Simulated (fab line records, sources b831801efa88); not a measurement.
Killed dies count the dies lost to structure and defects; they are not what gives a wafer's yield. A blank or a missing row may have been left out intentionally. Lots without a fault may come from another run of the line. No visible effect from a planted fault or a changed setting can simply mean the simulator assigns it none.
Which tool is to blame? | flow sky130 | Sampling: 12 lots, 36 wafers, 4 of 708 route steps

WHAT THE GAUGES READ, wafer by wafer
SKY_VT_ADJUST_HVTP_OVL_MEAS_08. Usual: for VT_ADJUST_HVTP_OVL the level is -0.5 nm and the standard deviation is 1.5.
lot  | measured     | on         | VT_ADJUST_HVTP_OVL (nm) | flag
L742 | day 6 04:59  | overlay-02 | 1.0 1.8 1.4             |
L743 | day 6 10:50  | overlay-01 | -0.4 -1.1 -0.8          |
L744 | day 6 14:40  | overlay-02 | 0.6 1.9 0.3             |
L745 | day 6 22:35  | overlay-02 | -4.2 -2.8 -3.7          |
L746 | day 7 04:58  | overlay-01 | -0.6 -1.2 -0.6          |
L747 | day 7 09:38  | overlay-01 | -2.5 -2.3 -1.5          |
L748 | day 7 15:27  | overlay-01 | -2.4 -0.1 -1.2          |
L750 | day 8 03:37  | overlay-02 | -2.8 -1.9 -3.1          |
L754 | day 9 03:38  | overlay-01 | -0.4 -0.7 -1.3          |
L756 | day 9 22:39  | overlay-01 | 2.1 0.4 1.0             |
L759 | day 10 14:00 | overlay-02 | -0.2 1.1 -0.6           |
L760 | day 10 22:22 | overlay-02 | -0.2 -0.8 1.2           |

SKY_SONOS_ONO_CD_MEAS_13: the cd target is 410 nm. Usual: cd-nm reads 409.6 nm (standard deviation 2.1).
lot  | measured     | on        | cd-nm (nm)        | flag
L742 | day 12 18:59 | cd-sem-01 | 409.6 408.9 410.0 |
L743 | day 12 23:11 | cd-sem-01 | 409.7 411.5 409.3 |
L744 | day 13 07:46 | cd-sem-02 | 405.0 405.8 407.4 |
L745 | day 13 15:43 | cd-sem-01 | 406.1 407.6 407.5 |
L746 | day 13 23:17 | cd-sem-02 | 409.0 409.3 408.4 |
L747 | day 14 05:57 | cd-sem-01 | 408.3 412.2 413.0 |
L748 | day 14 15:15 | cd-sem-02 | 405.8 408.5 405.3 |
L750 | day 15 03:55 | cd-sem-01 | 410.7 410.8 410.6 |
L754 | day 16 16:11 | cd-sem-02 | 409.7 411.1 411.1 |
L756 | day 17 16:37 | cd-sem-02 | 413.0 412.1 412.9 |
L759 | day 18 18:07 | cd-sem-02 | 410.6 413.8 410.4 |
L760 | day 18 23:23 | cd-sem-01 | 409.8 407.7 408.0 |

SKY_POLY_GATE_THK_MEAS_01. Usual: for POLY_GATE_CVD_00_THK the level is 180.3 nm and the standard deviation is 1.3.
lot  | measured     | on            | POLY_GATE_CVD_00_THK (nm) | flag
L742 | day 14 03:11 | film-metro-02 | 178.7 178.5 179.2         |
L743 | day 14 08:41 | film-metro-01 | 178.3 178.0 179.0         |
L744 | day 14 17:11 | film-metro-02 | 181.1 179.7 180.7         |
L745 | day 15 00:45 | film-metro-02 | 179.3 180.1 180.1         |
L746 | day 15 10:09 | film-metro-02 | 179.2 180.7 179.3         |
L747 | day 15 14:58 | film-metro-01 | 180.0 181.0 181.4         |
L748 | day 15 23:22 | film-metro-02 | 177.8 180.8 179.8         |
L750 | day 16 14:46 | film-metro-04 | 179.4 180.3 180.9         |
L754 | day 18 02:53 | film-metro-01 | 180.8 179.8 180.3         |
L756 | day 19 05:35 | film-metro-01 | 181.6 181.8 179.2         |
L759 | day 20 06:32 | film-metro-01 | 71.4 72.8 72.9            | OFF
L760 | day 20 13:13 | film-metro-02 | 73.2 72.1 71.3            | OFF

EACH LOT AND THE TOOL THAT RAN IT (in order: tool; ch and the chambers of the sampled wafers; start)
lot  | SKY_POLY_GATE_CVD_00
L742 | lpcvd-01 ch 0, day 14 01:59
L743 | lpcvd-01 ch 1, day 14 07:28
L744 | lpcvd-01 ch 1, day 14 15:58
L745 | lpcvd-01 ch 0, day 14 23:33
L746 | lpcvd-01 ch 1, day 15 08:55
L747 | lpcvd-01 ch 0, day 15 13:46
L748 | lpcvd-01 ch 1, day 15 22:10
L750 | lpcvd-01 ch 0, day 16 13:34
L754 | lpcvd-01 ch 0, day 18 01:41
L756 | lpcvd-01 ch 0, day 19 04:23
L759 | lpcvd-01 ch 0, day 20 05:20
L760 | lpcvd-01 ch 0, day 20 11:59
- SKY_POLY_GATE_CVD_00: deposits poly-Si, target thk 180 nm, time 720 s.

AS READ BY THE TOOLS THEMSELVES (means over the sampled wafers that have a number; for cases with no such wafer, the mark the record gives instead)
The record holds no such reading with a usual standard deviation.

THE ANSWER, worked out from the rows above alone
Rule: lot off if the mean of its wafers having a number is beyond 3 standard deviations from the usual mean. A lot without any number at a reading at which 4 lots or more have one is off too. The other lots that the step has rows for count as sound. After the gauges, taken in route order, come the tools' own readings; for these a lot's mean is taken, as printed above. The first step at which some lot is off is used, and at that step the reading that is off furthest; a lot without a number counts as furthest.
Off: L759, L760, seen at SKY_POLY_GATE_THK_MEAS_01 (POLY_GATE_CVD_00_THK).
If a tool, at a process step before that reading, ran all the lots that are off and no sound lot after the first of them, it fits. The gauges at SKY_POLY_GATE_THK_MEAS_01 are tried like those tools. One fits: lpcvd-01 at SKY_POLY_GATE_CVD_00. Its last sound lot is L756 (day 19 04:23), its first lot that is off L759 (day 20 05:20): a fault that began between those two fits.

WHAT THE SIMULATOR HAD PUT IN
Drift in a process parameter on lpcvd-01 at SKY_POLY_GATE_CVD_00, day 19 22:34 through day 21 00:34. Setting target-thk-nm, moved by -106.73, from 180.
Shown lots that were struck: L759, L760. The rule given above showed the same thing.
